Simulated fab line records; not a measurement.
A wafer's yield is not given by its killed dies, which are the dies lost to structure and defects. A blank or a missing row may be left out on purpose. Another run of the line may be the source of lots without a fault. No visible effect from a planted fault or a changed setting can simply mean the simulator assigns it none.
Struck lot and sound lot, side by side || flow sfq_line || 41 steps out of a route of 325
Sound: the wafers L790.2, L790.4, L790.5. Struck: wafer L804.3. (L804.1, L804.5 of the same lot were not struck and are left out.) The cause comes at the end.
For every step that has rows: the tool of each side, followed by ch and its chambers, followed by its first start. Under that, the readings that differ: sound wafers || struck wafers || difference of the means || sigmas: that difference in standard deviations of wafers without a fault.
alike: a reading whose means differ by less than 2 such deviations, as well as words and numbers matching on both sides. not compared: withheld readings; readings where some wafer has no value; bounds like >300 that might hide an equal value; numbers whose values overlap and for which the record gives no deviation.
A row with sigmas, a row that says differs or no value, or rows on one side alone: a step with any of these is where the two part. When numbers do not overlap yet have no deviation, they are printed without sigmas and do not part them. Lack of a reading on every wafer of one side parts them only where that side has two or more wafers.

first, 6 steps without rows for these wafers: SFQ_TRILAYER_I6_VIA_LITHO_COAT_174 (resist thk 62 nm); SFQ_TRILAYER_I6_VIA_LITHO_COAT_169 (resist thk 650 nm); SFQ_TRILAYER_I6_VIA_LITHO_SOFTBAKE_173; SFQ_TRILAYER_I6_VIA_LITHO_EXPOSE_170 (exposes mask I6, target cd 700 nm); SFQ_TRILAYER_I6_VIA_LITHO_PEB_172 (peb time 60 s); SFQ_TRILAYER_I6_VIA_LITHO_DEVELOP_171 (time 60 s).
SFQ_I6_OVL_MEAS_942:
  struck on overlay-01, day 67 10:14; sound on overlay-01, day 64 03:31
  alike: I6_OVL
then, 2 steps without rows for these wafers: SFQ_TRILAYER_I6_VIA_BARC_OPEN_VIA_ETCH_235 (etches BARC in O2, target depth 125 nm, time 41.7 s); SFQ_TRILAYER_I6_VIA_ETCH_VIA_ETCH_172 (etches SiO2 in CHF3, stops on Nb, target depth 260 nm).
SFQ_TRILAYER_I6_VIA_STRIP_STRIP_173: strips in O2.
  sound on rie_metal-04 ch 0, day 64 03:42; struck on rie_metal-02 ch 1, day 67 10:26
{"reading": "oes_product_au (a.u.)", "sound": "0.972 0.977 0.981", "struck": 1.002, "difference": "+0.025", "sigmas": "+2"}
  alike: drypump_motor_current_A
  not compared: rf_hours_counter_h
then, 2 steps without rows for these wafers: SFQ_TRILAYER_I6_VIA_STRIP_SOLV_CLEAN_174 (cleans in NMP, time 600 s); SFQ_TRILAYER_M7_DEP_PRE_CLEAN_176 (time 22.5 s).
SFQ_TRILAYER_M7_DEP_SPUTTER_175: material Nb, target thk 200 nm, time 133.3 s.
  struck on pvd_sputter-05, day 67 11:14; sound on pvd_sputter-04, day 64 04:31
{"reading": "model.Nb_of_TRILAYER_M7_DEP_SPUTTER_175.thk_nm (nm)", "sound": "197.7 197.8 198.7", "struck": 71.08, "difference": -126.99, "sigmas": ""}
  alike: throttle_valve_pct
SFQ_M7_RS_MEAS_943: measurement is done with a four-point probe.
  struck on film_metro-01, day 67 11:37; sound on film_metro-01, day 64 04:37
{"reading": "M7_NB_RS (ohm/sq)", "sound": "0.901 0.899 0.896", "struck": 2.556, "difference": "+1.657", "sigmas": "+99 or more"}
  not compared: hold
then, 5 steps without rows for these wafers: SFQ_TRILAYER_M7_LITHO_COAT_177 (resist thk 600 nm); SFQ_TRILAYER_M7_LITHO_SOFTBAKE_181; SFQ_TRILAYER_M7_LITHO_EXPOSE_178 (exposes mask M7, target cd 500 nm); SFQ_TRILAYER_M7_LITHO_PEB_180 (peb time 60 s); SFQ_TRILAYER_M7_LITHO_DEVELOP_179 (time 60 s).
-- the record jumps here: 4 days lie between the struck wafers' starts before and after --
SFQ_M7_OVL_MEAS_945:
  struck on overlay-02, day 71 11:35; sound on overlay-02, day 64 12:50
  alike: M7_OVL
then, 1 step without rows for these wafers: SFQ_TRILAYER_M7_BARC_OPEN_METAL_ETCH_229 (etches BARC in O2, target depth 125 nm, time 41.7 s).
SFQ_TRILAYER_M7_ETCH_METAL_ETCH_180: etches Nb in Cl2/Ar, stops on SiO2, target depth 240 nm, time 120 s.
  sound on rie_metal-02 ch 0,1, day 64 12:56; struck on rie_metal-04 ch 0, day 71 11:41
{"reading": "oes_product_au (a.u.)", "sound": "0.888 0.894 0.881", "struck": 0.559, "difference": -0.329, "sigmas": -36}
  alike: drypump_motor_current_A
  not compared: rf_hours_counter_h
then, 2 steps without rows for these wafers: SFQ_TRILAYER_M7_STRIP_STRIP_181 (strips in O2); SFQ_TRILAYER_M7_STRIP_SOLV_CLEAN_182 (cleans in NMP, time 600 s).
SFQ_TRILAYER_I7_DEP_PECVD_183: deposits SiO2 from SiH4/N2O, time 111.11 s, target thk 500 nm.
  sound on pecvd-03 ch 0,2, day 64 13:50; struck on pecvd-03 ch 0, day 71 12:35
  alike: heater_power_w, throttle_valve_pct
SFQ_TRILAYER_I7_CMP_CMP_184: polishes SiO2.
  sound on cmp-02 ch 0,1,2, day 65 05:13; struck on cmp-02 ch 1, day 71 14:11
  alike: motor_current_A, retaining_ring_pressure_frac, time_to_endpoint_s
SFQ_I7_BOW_MEAS_946:
  struck on film_metro-01, day 71 15:41; sound on film_metro-03, day 65 07:14
  alike: I7_BOW
SFQ_TRILAYER_I7_METRO_MEASURE_185:
  struck on film_metro-01, day 71 15:48; sound on film_metro-03, day 65 07:32
  alike: thk_nm
then, 6 steps without rows for these wafers: SFQ_TRILAYER_I7_VIA_LITHO_COAT_192 (resist thk 62 nm); SFQ_TRILAYER_I7_VIA_LITHO_COAT_187 (resist thk 650 nm); SFQ_TRILAYER_I7_VIA_LITHO_SOFTBAKE_191; SFQ_TRILAYER_I7_VIA_LITHO_EXPOSE_188 (exposes mask I7, target cd 1000 nm); SFQ_TRILAYER_I7_VIA_LITHO_PEB_190 (peb time 60 s); SFQ_TRILAYER_I7_VIA_LITHO_DEVELOP_189 (time 60 s).
-- the record jumps here: 4 days lie between the struck wafers' starts before and after --
SFQ_I7_OVL_MEAS_947:
  struck on overlay-01, day 75 07:20; sound on overlay-02, day 69 06:38
  alike: I7_OVL
SFQ_TRILAYER_I7_VIA_BARC_OPEN_VIA_ETCH_260: etches BARC in O2, target depth 125 nm, time 41.7 s.
  sound on rie_diel-01 ch 0,2,3, day 69 06:40; struck on rie_diel-04 ch 1, day 75 07:22
  alike: drypump_motor_current_A, oes_product_au
  not compared: rf_hours_counter_h
then, 4 steps without rows for these wafers: SFQ_TRILAYER_I7_VIA_ETCH_VIA_ETCH_190 (etches SiO2 in CHF3, stops on Nb, target depth 260 nm); SFQ_TRILAYER_I7_VIA_STRIP_STRIP_191 (strips in O2); SFQ_TRILAYER_I7_VIA_STRIP_SOLV_CLEAN_192 (cleans in NMP, time 600 s); SFQ_TRILAYER_M8_LITHO_LOR_COAT_197.
-- the record jumps here: 3 days lie between the struck wafers' starts before and after --
SFQ_M8_BOW_MEAS_951:
  struck on film_metro-04, day 78 09:40; sound on film_metro-01, day 69 11:32
{"reading": "model.etest.m7.ohm_um", "sound": "1.803 1.796 1.783", "struck": 5.014, "difference": "+3.220", "sigmas": ""}
{"reading": "model.etest.i6.link_ohm", "sound": "1.897 1.899 1.915", "struck": 3.684, "difference": "+1.780", "sigmas": ""}
{"reading": "model.etest.m7.ohm_sq", "sound": "0.9012 0.9008 0.8967", "struck": 2.507, "difference": "+1.607", "sigmas": ""}
{"reading": "model.etest.i7.link_ohm", "sound": "1.06 1.064 1.059", "struck": 2.664, "difference": "+1.603", "sigmas": ""}
  alike: M8_BOW

== WHERE THEY PART ==
First at SFQ_TRILAYER_I6_VIA_STRIP_STRIP_173; last, within this record, at SFQ_TRILAYER_M7_ETCH_METAL_ETCH_180. Later steps at which nothing parts them and some readings are alike: SFQ_TRILAYER_I7_DEP_PECVD_183, SFQ_TRILAYER_I7_CMP_CMP_184, SFQ_I7_BOW_MEAS_946, SFQ_TRILAYER_I7_METRO_MEASURE_185, SFQ_I7_OVL_MEAS_947, SFQ_TRILAYER_I7_VIA_BARC_OPEN_VIA_ETCH_260, SFQ_M8_BOW_MEAS_951.

WHY: whatever the simulator had introduced
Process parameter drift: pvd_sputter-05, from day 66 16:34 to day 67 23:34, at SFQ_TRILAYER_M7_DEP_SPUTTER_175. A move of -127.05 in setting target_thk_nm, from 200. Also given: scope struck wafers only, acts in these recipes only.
